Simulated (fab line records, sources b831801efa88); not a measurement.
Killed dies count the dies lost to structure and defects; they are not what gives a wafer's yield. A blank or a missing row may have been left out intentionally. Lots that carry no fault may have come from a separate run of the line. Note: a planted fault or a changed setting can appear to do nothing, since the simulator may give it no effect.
Matching of chambers -- flow gf180mcu -- rie_diel-02 running GF_V5_ETCH_16: 4 sister chambers
The step etches BARC in N2/H2. 8 wafers are shown with their chamber, then 7 later ones without.

WAFERS, EACH WITH ITS CHAMBER
wafer,chamber,drypump_motor_current_A (A),oes_product_au (a.u.)
L143.6,2,6.3,0.853
L145.1,2,6.3,0.855
L145.3,0,6.4,0.861
L149.6,0,6.3,0.859
L150.2,3,5.7,0.856
L150.5,3,5.7,0.854
L153.1,1,5.7,0.855
L153.3,1,5.7,0.858

WAFERS MISSING THEIR CHAMBER
wafer,drypump_motor_current_A (A),oes_product_au (a.u.)
L153.6,6.3,0.856
L158.1,5.7,0.863
L158.4,5.7,0.849
L158.5,6.3,0.855
L166.1,5.7,0.862
L166.4,6.3,0.857
L166.6,5.7,0.861

THE CHAMBER EACH PASSED THROUGH
wafer,from the rows above,in truth
L153.6,can't be placed: 2 or 0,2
L158.1,can't be placed: 1 or 3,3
L158.4,can't be placed: 3 or 1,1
L158.5,2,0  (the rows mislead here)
L166.1,can't be placed: 1 or 3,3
L166.4,can't be placed: 2 or 0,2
L166.6,can't be placed: 1 or 3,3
Placed correctly: 0 of 7. These rows do not allow placing 6 (true chamber among the candidates in 6). 1 placed wrongly.
How it was worked out, from the rows above alone: a wafer's distance from a chamber is the root of the sum, over the readings, of the square of ((its reading less the chamber's mean) divided by the reading's scatter). If the next closest chamber is less than 2 further off than the closest, the wafer can't be placed; otherwise it belongs to the closest. The mean given for a chamber averages the wafers shown for that chamber. The scatter: the root of (the sum of the squares of (reading less its chamber's mean) over the shown wafers, divided by (wafers less chambers)).
